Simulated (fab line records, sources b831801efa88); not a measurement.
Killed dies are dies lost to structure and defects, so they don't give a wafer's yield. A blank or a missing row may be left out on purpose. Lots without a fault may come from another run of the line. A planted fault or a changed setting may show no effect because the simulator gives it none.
Chamber matching | flow gf180mcu | GF_V4_CVD_02 on pecvd-04: 3 sister chambers
The step deposits SiO2 from TEOS, target thk 850 nm, time 94.851 s. 6 wafers are shown with their chamber, then 7 later ones without.

WAFERS WITH THEIR CHAMBER
wafer  | chamber | heater_power_w (W) | susceptor_temp_C (C)
L574.1 | 2       | 580                | 400.48
L590.1 | 0       | 615                | 399.90
L590.2 | 2       | 629                | 399.78
L590.5 | 1       | 903                | 400.18
L591.1 | 0       | 678                | 400.01
L591.3 | 1       | 888                | 399.89

WAFERS WITHOUT THEIR CHAMBER
wafer  | heater_power_w (W) | susceptor_temp_C (C)
L591.6 | 718                | 400.07
L593.1 | 813                | 400.10
L593.2 | 620                | 399.97
L593.4 | 489                | 399.88
L595.1 | 751                | 400.19
L595.2 | 687                | 400.03
L595.3 | 525                | 399.81

WHICH CHAMBER EACH WENT THROUGH
wafer  | from the rows above          | in truth
L591.6 | can't be placed: 0 or 2      | 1
L593.1 | 1                            | 1
L593.2 | can't be placed: 2 or 0      | 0
L593.4 | can't be placed: 2 or 0      | 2
L595.1 | can't be placed: 0 or 1 or 2 | 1
L595.2 | can't be placed: 0 or 2      | 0
L595.3 | can't be placed: 2 or 0      | 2
Placed correctly: 1 of 7. Can't be placed from these rows: 6 (the true chamber is among the candidates in 5). Placed wrongly: 0.
How it was worked out, from the rows above alone: a wafer's distance from a chamber is the root of the sum, over the readings, of the square of ((its reading less the chamber's mean) divided by the reading's scatter). The wafer belongs to the nearest chamber; if the next one is less than 2 further off, it can't be placed. A chamber's mean is the mean of its shown wafers. The scatter: the root of (the sum of the squares of (reading less its chamber's mean) over the shown wafers, divided by (wafers less chambers)).
